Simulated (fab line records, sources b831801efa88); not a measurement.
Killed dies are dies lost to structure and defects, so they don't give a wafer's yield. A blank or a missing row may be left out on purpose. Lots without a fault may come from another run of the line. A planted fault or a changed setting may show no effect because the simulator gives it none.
Split-lot experiment | flow sfq_line | 5 lots, 23 wafers read, on a route of 325 steps

THE SPLIT
At SFQ_TRILAYER_M1_LITHO_COAT_039 (resist thk 600 nm), the setting spin_rpm was moved away from the recipe's 3000 rpm on 9 of the 23 wafers read, by -4.1% to +2.2%. The other wafers ran this setting at the recipe's value.

FROM THE SPLIT TO THE READING: what the file shows between them, 3 steps
- SFQ_TRILAYER_M1_LITHO_SOFTBAKE_043
- SFQ_TRILAYER_M1_LITHO_EXPOSE_040: exposes mask M1, target cd 500 nm
- SFQ_TRILAYER_M1_LITHO_DEVELOP_041: time 60 s

THE READING
KrF_of_TRILAYER_M1_LITHO_COAT_039.thk_nm (the simulator's own value, which no gauge read), in nm, at SFQ_TRILAYER_M1_BARC_OPEN_METAL_ETCH_054 (etches BARC in O2, target depth 125 nm, time 41.7 s). The file gives no usual value for it. The 14 wafers here that ran the recipe average 521.9 nm, standard deviation 2.6 nm.

wafer  | tool, chamber at the split | spin_rpm as run, rpm | against the recipe | KrF_of_TRILAYER_M1_LITHO_COAT_039.thk_nm, nm | against lot-mates on the recipe
L076.1 | litho_track-02, 0          | 3000                 | recipe             | 527.4                                        | -
L076.2 | litho_track-02, 0          | 3000                 | recipe             | 522.6                                        | -
L076.3 | litho_track-02, 0          | 3000                 | recipe             | 520.4                                        | -
L076.4 | litho_track-02, 0          | 3000                 | recipe             | 524.4                                        | -
L076.5 | litho_track-02, 0          | 3000                 | recipe             | 525                                          | -
L077.1 | litho_track-02, 0          | 3000                 | recipe             | 525                                          | -
L077.3 | litho_track-02, 0          | 2877                 | -4.1%              | 539.3                                        | +15.3
L077.4 | litho_track-02, 0          | 2877                 | -4.1%              | 536                                          | +12.0
L077.5 | litho_track-02, 0          | 3000                 | recipe             | 522.9                                        | -
L077.6 | litho_track-02, 0          | 2877                 | -4.1%              | 538.8                                        | +14.8
L078.1 | litho_track-04, 0          | 3000                 | recipe             | 518.2                                        | -
L078.3 | litho_track-04, 0          | 2907                 | -3.1%              | 525.7                                        | +6.1
L078.4 | litho_track-04, 0          | 3000                 | recipe             | 521                                          | -
L078.5 | litho_track-04, 0          | 2907                 | -3.1%              | 529.3                                        | +9.7
L078.6 | litho_track-04, 0          | 2907                 | -3.1%              | 526.6                                        | +7.0
L080.1 | litho_track-01, 0          | 3000                 | recipe             | 520.6                                        | -
L080.3 | litho_track-01, 0          | 3067                 | +2.2%              | 514.5                                        | -5.6
L080.4 | litho_track-01, 0          | 3000                 | recipe             | 519.6                                        | -
L080.5 | litho_track-01, 0          | 3067                 | +2.2%              | 514.8                                        | -5.3
L080.6 | litho_track-01, 0          | 3067                 | +2.2%              | 512.1                                        | -8.0
L082.3 | litho_track-04, 0          | 3000                 | recipe             | 521                                          | -
L082.4 | litho_track-04, 0          | 3000                 | recipe             | 518                                          | -
L082.6 | litho_track-04, 0          | 3000                 | recipe             | 520.8                                        | -

THE FIT
A straight line over all 23 wafers: KrF_of_TRILAYER_M1_LITHO_COAT_039.thk_nm changes by -3.26 nm for each +1% of spin_rpm; r = -0.90; the points scatter about the line by 3.1 nm.
The same after taking each lot's own level away (the mean of its wafers on the recipe; 23 wafers): -3.03 nm for each +1%; r = -0.95; scatter 1.9 nm.
On that fit, the largest move of spin_rpm shifts the reading by 12 nm.
The lots' own levels span 519.60 to 523.96 nm, that is 1.6 times the standard deviation above.
So the lot-to-lot level changes the slope little: the two slopes agree.
Check: with one of the wafers moved furthest among these (-4.1%) left out of the fit, the line predicts +11.8 nm for it against its lot-mates. It came out at +15.3 nm against them.

OTHER SPLITS ON THESE WAFERS
These wafers also went through other splits before the reading. Each is held against what the fit with the lots' levels taken away leaves over:
other split on the same wafers                    | wafers away from the commonest value | r with KrF_of_TRILAYER_M1_LITHO_COAT_039.thk_nm (lot level and that fit taken away)
SFQ_TRILAYER_L0_DEP_SPUTTER_003 time_s            | 6                                    | +0.38
SFQ_TRILAYER_L0_VIA_BARC_OPEN_VIA_ETCH_021 time_s | 9                                    | +0.12
SFQ_TRILAYER_M0_LITHO_EXPOSE_022 dose_mj          | 8                                    | -0.19
SFQ_TRILAYER_I0_VIA_LITHO_COAT_036 spin_rpm       | 8                                    | +0.39

THE WHOLE CHAIN: every reading that the file lists as answering this split, in the file's order
step                                     | what it does                                        | reading                                                                                   | change (the file's fit)              | r (the file's)
SFQ_TRILAYER_M1_LITHO_COAT_039           | resist thk 600 nm                                   | KrF_of_TRILAYER_M1_LITHO_COAT_039.thk_nm (the simulator's own value, which no gauge read) | -2.9 nm for each +1% of the setting  | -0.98
SFQ_TRILAYER_M1_BARC_OPEN_METAL_ETCH_054 | etches BARC in O2, target depth 125 nm, time 41.7 s | KrF_of_TRILAYER_M1_LITHO_COAT_039.thk_nm (the simulator's own value, which no gauge read) | -3.04 nm for each +1% of the setting | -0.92

THE FILE'S OWN FIT
KrF_of_TRILAYER_M1_LITHO_COAT_039.thk_nm changes by -3.04 nm for each +1% of spin_rpm, r = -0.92.
